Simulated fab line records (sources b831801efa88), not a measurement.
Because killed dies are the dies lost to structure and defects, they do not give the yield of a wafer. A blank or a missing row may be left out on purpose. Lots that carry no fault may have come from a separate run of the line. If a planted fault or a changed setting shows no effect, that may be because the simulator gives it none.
fab line records	flow sky130
record: lots: 13	wafers: 39	last-day: 50
route steps=708 shown METAL2@483 PAD_OPEN@708
lots with no fault: from the same line, run without faults
start-h: hours from the record's opening day to when the first of the lot's shown wafers began	wait-h: time in hours since the lot's previous step	" the same as in the row above	L1.1+2: one row covering several wafers at once	- no value present, or no start provided	* or withheld: withheld	< > ~ a bound
route shown NAME@n: a module of which the file shows steps, and the number in the route of the first	usual: mean/standard deviation taken from wafers without a fault	same: alike in all rows	chamber/n: place in a boat	sites: each site's reading	_std_site: the values' standard deviation	_edge_site: mean of outer sites minus mean of inner sites	radius-mm: how far each site lies from the wafer's centre	mask NAME#n: copy n	behind: the tool/chamber that last shaped the wafer	hold: reason for holding the lot/hours on hold/outcome of the hold	device: names the non-switching transistor (n, p or np)	end of line: tests run on the same wafers once the route is complete	a step without rows: its recipe alone	killed: not the wafer's yield, but the dies lost to structure and defects at the first sort	map: a wafer's dies, marking killed ones x, the rest . and places with no die _
set.NAME: the setting as run; set.NAME@STEP: as run at that earlier step	model.NAME: the simulator's own value behind a step, which no gauge read
the route's steps for a sample of lots (tables are steps, rows are wafers)
services: a tool's chamber out of use, with start hour (start-h, from the record's first day; less than 0 if before it), hours out, and reason
== steps ==
step: SKY_METAL2_SPUTTER_00
recipe: material: Ti	target-thk-nm: 15	power-w: 3000	time-s: 10	chamber-pressure-pa: 0.4
usual: throttle-valve-pct: 30.0/1.2
lot.wafer	tool	chamber	start-h	wait-h	throttle-valve-pct
L261.4	pvd-sputter-01	-	813.99	0.2	30.8
L261.5	"	-	"	"	29.6
L261.6	"	-	"	"	30.7
L260.2	pvd-sputter-01	-	815.89	0.1	29.7
L260.4	"	-	"	"	30.7
L260.6	"	-	"	"	28.6
L262.2	pvd-sputter-03	-	818.84	0.2	27.7
L262.3	"	-	"	"	31.5
L262.6	"	-	"	"	27.8
L263.1	pvd-sputter-03	-	829.93	0.1	31.4
L263.2	"	-	"	"	30.1
L263.6	"	-	"	"	30.3
L264.1	pvd-sputter-01	-	862.52	0.1	30.9
L264.5	"	-	"	"	29.8
L264.6	"	-	"	"	30.9
L266.4	pvd-sputter-03	-	863.46	0.2	31.2
L266.5	"	-	"	"	30.2
L266.6	"	-	"	"	27.7
L265.1	pvd-sputter-03	-	865.76	0.2	30.2
L265.5	"	-	"	"	31.0
L265.6	"	-	"	"	30.1
L267.1	pvd-sputter-04	-	867.39	0.2	31.4
L267.2	"	-	"	"	29.3
L267.3	"	-	"	"	28.9
L271.2	pvd-sputter-01	-	892.55	0.2	31.2
L271.4	"	-	"	"	29.8
L271.6	"	-	"	"	31.1
L273.1	pvd-sputter-03	-	902.27	0.1	27.7
L273.3	"	-	"	"	30.1
L273.5	"	-	"	"	30.5
L278.2	pvd-sputter-03	-	936.33	0.2	30.8
L278.3	"	-	"	"	31.5
L278.5	"	-	"	"	30.6
L280.2	pvd-sputter-03	-	951.34	0.2	30.3
L280.5	"	-	"	"	30.3
L280.6	"	-	"	"	31.0
L281.1	pvd-sputter-01	-	956.45	0.1	31.2
L281.4	"	-	"	"	29.6
L281.5	"	-	"	"	31.2
step: SKY_METAL2_SPUTTER_03
recipe: material: Ti	target-thk-nm: 5	power-w: 3000	time-s: 3.3	chamber-pressure-pa: 0.4
usual: throttle-valve-pct: 30.1/1.2
lot.wafer	tool	chamber	start-h	wait-h	throttle-valve-pct
L261.4	pvd-sputter-01	-	814.07	0.0	30.7
L261.5	"	-	"	"	29.8
L261.6	"	-	"	"	30.7
L260.2	pvd-sputter-01	-	815.96	0.0	29.5
L260.4	"	-	"	"	30.8
L260.6	"	-	"	"	28.9
L262.2	pvd-sputter-03	-	818.91	0.0	27.4
L262.3	"	-	"	"	31.4
L262.6	"	-	"	"	27.5
L263.1	pvd-sputter-03	-	830.00	0.0	31.3
L263.2	"	-	"	"	30.2
L263.6	"	-	"	"	30.1
L264.1	pvd-sputter-01	-	862.60	0.0	31.2
L264.5	"	-	"	"	29.9
L264.6	"	-	"	"	31.0
L266.4	pvd-sputter-03	-	863.54	0.0	31.3
L266.5	"	-	"	"	30.6
L266.6	"	-	"	"	27.7
L265.1	pvd-sputter-03	-	865.83	0.0	30.0
L265.5	"	-	"	"	31.1
L265.6	"	-	"	"	30.1
L267.1	pvd-sputter-04	-	867.46	0.0	31.5
L267.2	"	-	"	"	29.8
L267.3	"	-	"	"	28.7
L271.2	pvd-sputter-01	-	892.62	0.0	31.1
L271.4	"	-	"	"	29.8
L271.6	"	-	"	"	31.5
L273.1	pvd-sputter-03	-	902.34	0.0	27.6
L273.3	"	-	"	"	30.2
L273.5	"	-	"	"	30.3
L278.2	pvd-sputter-03	-	936.40	0.0	30.9
L278.3	"	-	"	"	31.4
L278.5	"	-	"	"	30.8
L280.2	pvd-sputter-03	-	951.42	0.0	30.2
L280.5	"	-	"	"	30.1
L280.6	"	-	"	"	31.2
L281.1	pvd-sputter-01	-	956.53	0.0	31.1
L281.4	"	-	"	"	29.8
L281.5	"	-	"	"	30.9
step: SKY_METAL2_SOFTBAKE_11
recipe: temp-c: 100	time-s: 90	resist: KrF-thick
usual: heater-power-total-W: 57.36/0.12	plate-temp-C: 100.04/0.13
lot.wafer	tool	chamber	start-h	wait-h	heater-power-total-W	plate-temp-C
L261.4	litho-track-01	0	827	-	57.32	99.78
L261.5	"	0	"	"	57.27	100.02
L261.6	"	0	"	"	57.51	100.15
L260.2	litho-track-04	0	829	-	57.53	99.89
L260.4	"	0	"	"	57.17	99.92
L260.6	"	0	"	"	57.41	99.97
L262.2	litho-track-02	0	832	-	57.31	99.96
L262.3	"	0	"	"	57.21	100.04
L262.6	"	0	"	"	57.45	100.19
L263.1	litho-track-02	0	843	-	57.29	100.10
L263.2	"	0	"	"	57.44	100.19
L263.6	"	0	"	"	57.56	99.97
L264.1	litho-track-02	0	874	-	57.32	100.34
L264.5	"	0	"	"	57.27	100.21
L264.6	"	0	"	"	57.25	100.08
L266.4	litho-track-04	0	876	-	57.40	99.96
L266.5	"	0	"	"	57.51	100.06
L266.6	"	0	"	"	57.34	100.02
L265.1	litho-track-02	0	878	-	57.52	100.16
L265.5	"	0	"	"	57.20	100.12
L265.6	"	0	"	"	57.44	100.13
L267.1	litho-track-02	0	880	-	57.43	100.07
L267.2	"	0	"	"	57.56	100.01
L267.3	"	0	"	"	57.36	100.15
L271.2	litho-track-02	0	905	-	56.57	99.23
L271.4	"	0	"	"	56.60	99.21
L271.6	"	0	"	"	56.71	99.18
L273.1	litho-track-02	0	915	-	56.73	99.02
L273.3	"	0	"	"	56.57	98.98
L273.5	"	0	"	"	56.53	99.06
L278.2	litho-track-04	0	948	-	57.26	100.25
L278.3	"	0	"	"	57.29	100.35
L278.5	"	0	"	"	57.30	100.29
L280.2	litho-track-01	0	963	-	57.12	99.99
L280.5	"	0	"	"	57.41	100.04
L280.6	"	0	"	"	57.37	100.14
L281.1	litho-track-02	0	968	-	57.31	99.97
L281.4	"	0	"	"	57.60	99.84
L281.5	"	0	"	"	57.25	99.97
step: SKY_METAL2_OVL_MEAS_16
usual: METAL2_OVL: 0/5.6
lot.wafer	tool	chamber	start-h	wait-h	METAL2_OVL[nm]
L261.4	overlay-01	-	840.25	0.1	7
L261.5	"	-	"	"	0
L261.6	"	-	"	"	8
L260.2	overlay-01	-	841.85	0.1	4
L260.4	"	-	"	"	4
L260.6	"	-	"	"	-3
L262.2	overlay-01	-	844.59	0.1	8
L262.3	"	-	"	"	7
L262.6	"	-	"	"	4
L263.1	overlay-01	-	856.53	0.1	-2
L263.2	"	-	"	"	3
L263.6	"	-	"	"	1
L264.1	overlay-01	-	888.58	0.1	13
L264.5	"	-	"	"	4
L264.6	"	-	"	"	5
L266.4	overlay-01	-	889.71	0.1	0
L266.5	"	-	"	"	1
L266.6	"	-	"	"	4
L265.1	overlay-01	-	890.73	0.1	-4
L265.5	"	-	"	"	-2
L265.6	"	-	"	"	-1
L267.1	overlay-01	-	892.84	0.1	4
L267.2	"	-	"	"	7
L267.3	"	-	"	"	4
L271.2	overlay-02	-	918.44	0.1	2
L271.4	"	-	"	"	-1
L271.6	"	-	"	"	-6
L273.1	overlay-02	-	926.98	0.1	-6
L273.3	"	-	"	"	-10
L273.5	"	-	"	"	-10
L278.2	overlay-01	-	960.60	0.1	-3
L278.3	"	-	"	"	-8
L278.5	"	-	"	"	-8
L280.2	overlay-01	-	975.29	0.1	7
L280.5	"	-	"	"	-2
L280.6	"	-	"	"	6
L281.1	overlay-02	-	980.34	0.1	-5
L281.4	"	-	"	"	-6
L281.5	"	-	"	"	-11
step: SKY_PAD_OPEN_PROBE_99
usual: defect-limited-yield: 82.4/2	killed_at_M0_to_M3: 44/7.1	killed_at_M4_up: 3/1.6	killed-at-contacts: 24/5.4	killed-at-front-end: 15/4.7	killed-at-other: 0.3/0.51	killed-dies: 87/9.9	killed-open: 48/7.6	killed-short: 39/6.3	sort_bin_3_pad_short: 0.9/0.39	sort_bin_5_function: 10.5/1.6	sort_bin_6_memory: 6.3/1.1	sort-n-pass: 405/9.9	sort-yield-pct: 82.4/2
same: gross-dies: 492	killed-at-back-side: 0	sort_bin_4_leakage[%]: 0	sort_bin_8_speed[%]: 0
lot.wafer	tool	chamber	start-h	wait-h	defect-limited-yield[%]	killed_at_M0_to_M3	killed_at_M4_up	killed-at-contacts	killed-at-front-end	killed-at-other	killed-dies	killed-open	killed-short	sort_bin_3_pad_short[%]	sort_bin_5_function[%]	sort_bin_6_memory[%]	sort-n-pass	sort-yield-pct[%]
L266.4	prober-02	-	1129.68	0.2	82.3	39	0	29	18	1	87	41	46	0.4	11.0	6.3	405	82.3
L266.5	prober-02	-	1129.73	0.2	84.1	35	2	17	24	0	78	33	45	0.6	11.2	4.1	414	84.1
L266.6	prober-02	-	1129.78	0.2	83.3	47	2	20	12	1	82	38	44	0.6	9.6	6.5	410	83.3
L267.1	prober-01	-	1134.20	0.1	82.5	47	2	28	8	1	86	47	39	1.0	10.0	6.5	406	82.5
L267.2	prober-01	-	1134.25	0.1	81.5	54	5	21	11	0	91	52	39	0.6	10.8	7.1	401	81.5
L267.3	prober-01	-	1134.30	0.2	80.1	51	4	28	15	0	98	55	43	0.8	12.8	6.3	394	80.1
L271.2	prober-02	-	1153.94	0.1	83.9	43	4	17	15	0	79	34	45	1.0	8.5	6.5	413	83.9
L271.4	prober-02	-	1154.04	0.2	80.1	60	1	16	21	0	98	61	37	1.0	12.2	6.7	394	80.1
L271.6	prober-02	-	1154.14	0.2	83.1	45	2	23	13	0	83	43	40	1.6	9.1	6.1	409	83.1
L280.2	prober-01	-	1191.54	0.1	83.1	43	4	22	12	2	83	43	40	1.0	9.6	6.3	409	83.1
L280.5	prober-01	-	1191.69	0.2	85.0	31	10	22	11	0	74	41	33	0.4	8.7	5.9	418	85.0
L280.6	prober-01	-	1191.74	0.2	85.6	37	1	25	7	1	71	43	28	0.4	9.3	4.7	421	85.6
killed by level:class
L266.4 CONTACT:geometric-particle:open=11 VIA1:geometric-particle:open=8 VIA3:geometric-particle:open=7 CONTACT:geometric-particle:short=6 LI_CONTACT:geometric-particle:open=5 METAL2:geometric-particle:short=5 VIA3:geometric-particle:short=5 FIELD_ISO:geometric-particle:short=4
L266.5 FIELD_ISO:geometric-particle:short=7 LI_CONTACT:geometric-particle:open=6 METAL2:geometric-particle:short=6 VIA3:geometric-particle:open=6 VIA1:geometric-particle:open=5 FIELD_ISO:geometric-particle:open=4 POLY_GATE:geometric-particle:short=4 CONTACT:geometric-particle:short=4
L266.6 METAL2:geometric-particle:short=11 VIA3:geometric-particle:open=7 CONTACT:geometric-particle:open=6 VIA1:geometric-particle:open=6 VIA2:geometric-particle:short=5 LOCAL_INTERCONNECT:geometric-particle:short=5 VIA2:geometric-particle:open=5 FIELD_ISO:geometric-particle:open=4
L267.1 VIA1:geometric-particle:open=13 METAL1:geometric-particle:short=8 LI_CONTACT:geometric-particle:open=8 CONTACT:geometric-particle:open=6 METAL2:geometric-particle:short=5 LOCAL_INTERCONNECT:geometric-particle:short=5 CONTACT:geometric-particle:short=5 VIA3:geometric-particle:open=5
L267.2 VIA1:geometric-particle:open=19 VIA2:geometric-particle:open=9 CONTACT:geometric-particle:open=7 VIA1:geometric-particle:short=6 METAL2:geometric-particle:short=6 LI_CONTACT:geometric-particle:short=5 LI_CONTACT:geometric-particle:open=5 METAL4:geometric-particle:short=4
L267.3 VIA1:geometric-particle:open=15 CONTACT:geometric-particle:open=11 VIA1:geometric-particle:short=7 VIA2:geometric-particle:open=7 CONTACT:geometric-particle:short=6 LOCAL_INTERCONNECT:geometric-particle:short=5 VIA3:geometric-particle:open=5 FIELD_ISO:geometric-particle:short=4
L271.2 METAL1:geometric-particle:short=12 VIA1:geometric-particle:open=9 CONTACT:geometric-particle:open=8 POLY_GATE:geometric-particle:short=7 VIA3:geometric-particle:open=6 VIA1:geometric-particle:short=5 LOCAL_INTERCONNECT:geometric-particle:short=4 METAL2:geometric-particle:short=4
L271.4 VIA1:geometric-particle:open=14 VIA3:geometric-particle:open=11 METAL2:geometric-particle:short=9 POLY_GATE:geometric-particle:open=7 VIA2:geometric-particle:open=7 CONTACT:geometric-particle:open=6 FIELD_ISO:geometric-particle:open=5 POLY_GATE:geometric-particle:short=4
L271.6 METAL1:geometric-particle:short=10 CONTACT:geometric-particle:open=9 VIA3:geometric-particle:open=8 LI_CONTACT:geometric-particle:open=7 VIA1:geometric-particle:open=7 FIELD_ISO:geometric-particle:short=5 METAL2:geometric-particle:short=5 POLY_GATE:geometric-particle:open=4
L280.2 VIA1:geometric-particle:open=16 METAL1:geometric-particle:short=8 CONTACT:geometric-particle:open=6 CONTACT:geometric-particle:short=6 VIA3:geometric-particle:short=4 METAL2:geometric-particle:short=4 FIELD_ISO:geometric-particle:short=3 POLY_CUT:geometric-particle:open=3
L280.5 LI_CONTACT:geometric-particle:open=9 VIA1:geometric-particle:open=9 METAL4:geometric-particle:short=7 CONTACT:geometric-particle:open=4 LOCAL_INTERCONNECT:geometric-particle:short=4 METAL1:geometric-particle:short=4 VIA3:geometric-particle:open=4 POLY_GATE:geometric-particle:short=3
L280.6 CONTACT:geometric-particle:open=11 VIA3:geometric-particle:open=8 VIA2:geometric-particle:open=7 LI_CONTACT:geometric-particle:open=6 METAL1:geometric-particle:short=4 VIA1:geometric-particle:short=4 METAL2:geometric-particle:short=4 POLY_GATE:geometric-particle:short=3
== services ==
tool	chamber	start-h	hours	kind
pvd-sputter-01	-	878.99	1.3	repair
pvd-sputter-04	-	882.69	7.0	repair
pvd-sputter-01	-	908.66	1.5	repair
pvd-sputter-04	-	941.97	3.6	repair
pvd-sputter-04	-	958.96	1.2	repair
== key ==
first-sign: step: SKY_METAL2_SOFTBAKE_11	reading: plate-temp-C	direction: down	sigmas: 7.1	usual: *	struck: *
effect: step: SKY_METAL2_SOFTBAKE_11	reading: heater-power-total-W	direction: down	sigmas: 6.3	usual: *	struck: *
met-at SKY_METAL2_SOFTBAKE_11
struck-lots L271,L273
not-acting-at SKY_METAL2_SPUTTER_00,SKY_METAL2_SPUTTER_03,SKY_METAL2_OVL_MEAS_16
onset-between 880 905
fault: kind: process-parameter-drift	tool: litho-track-02	chamber: -	onset-h: 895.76	steps: SKY_METAL2_SOFTBAKE_11	channel: temp-c	offset: *	shape: step	end-h: 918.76	acts-in: *	stated: *
